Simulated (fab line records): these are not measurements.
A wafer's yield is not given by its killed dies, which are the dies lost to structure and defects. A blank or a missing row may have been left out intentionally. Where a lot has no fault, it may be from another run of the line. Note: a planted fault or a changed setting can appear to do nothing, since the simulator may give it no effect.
Matching of chambers + flow gf180mcu + 3 sister chambers for GF_V3_CVD_02 on pecvd-03
The step deposits SiO2 from TEOS, target thk 850 nm, time 94.851 s. 20 wafers are shown with their chamber, then 10 later ones without.

## EACH WAFER AND ITS CHAMBER
| wafer  | chamber | heater-power-w (W) | susceptor-temp-C (C) |
|--------|---------|--------------------|----------------------|
| L076.2 | 0       | 676                | 400.22               |
| L076.3 | 2       | 617                | 399.93               |
| L076.4 | 2       | 496                | 400.32               |
| L079.1 | 2       | 584                | 399.91               |
| L079.4 | 1       | 471                | 400.01               |
| L079.5 | 0       | 655                | 399.95               |
| L080.2 | 1       | 585                | 400.10               |
| L080.5 | 1       | 606                | 399.85               |
| L080.6 | 2       | 620                | 400.04               |
| L081.2 | 2       | 595                | 399.73               |
| L081.3 | 0       | 579                | 399.55               |
| L081.4 | 0       | 651                | 399.69               |
| L082.1 | 2       | 548                | 399.60               |
| L082.3 | 1       | 463                | 400.19               |
| L082.6 | 1       | 529                | 400.48               |
| L084.2 | 0       | 678                | 400.01               |
| L084.5 | 1       | 598                | 399.71               |
| L084.6 | 0       | 673                | 399.96               |
| L085.1 | 2       | 536                | 400.08               |
| L085.5 | 2       | 584                | 399.78               |

SIGNATURES (means of the wafers above)
| reading          | chamber 0 | chamber 1 | chamber 2 | scatter within a chamber |
|------------------|-----------|-----------|-----------|--------------------------|
| heater-power-w   | 652.00    | 542.00    | 572.50    | 48.7                     |
| susceptor-temp-C | 399.8967  | 400.0567  | 399.9237  | 0.244                    |
Rule: distance of a wafer from a chamber = root of the sum over the readings of ((wafer's reading minus chamber's mean) / reading's scatter) squared. If the next closest chamber is less than 2 further off than the closest, the wafer can't be placed; otherwise it belongs to the closest. The scatter: the root of (the sum of the squares of (reading less its chamber's mean) over the shown wafers, divided by (wafers less chambers)).

## WAFERS WHOSE CHAMBER IS MISSING
| wafer  | heater-power-w (W) | susceptor-temp-C (C) |
|--------|--------------------|----------------------|
| L085.6 | 603                | 400.11               |
| L088.3 | 593                | 399.93               |
| L088.4 | 561                | 400.45               |
| L088.6 | 602                | 400.20               |
| L093.2 | 668                | 400.14               |
| L093.3 | 541                | 399.98               |
| L093.5 | 565                | 399.90               |
| L094.2 | 668                | 399.94               |
| L094.5 | 558                | 400.19               |
| L094.6 | 675                | 399.88               |

## THE CHAMBER EACH PASSED THROUGH
| wafer  | from the rows above          | in truth |
|--------|------------------------------|----------|
| L085.6 | can't be placed: 2 or 1 or 0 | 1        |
| L088.3 | can't be placed: 2 or 1 or 0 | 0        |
| L088.4 | can't be placed: 1 or 2 or 0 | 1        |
| L088.6 | can't be placed: 2 or 1 or 0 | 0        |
| L093.2 | can't be placed: 0 or 2 or 1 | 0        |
| L093.3 | can't be placed: 1 or 2 or 0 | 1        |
| L093.5 | can't be placed: 2 or 1 or 0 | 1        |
| L094.2 | can't be placed: 0 or 2      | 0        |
| L094.5 | can't be placed: 1 or 2 or 0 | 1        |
| L094.6 | can't be placed: 0 or 2      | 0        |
Correctly placed: 0 of 10. These rows do not allow placing 10 (true chamber among the candidates in 10). Placed wrongly: 0.
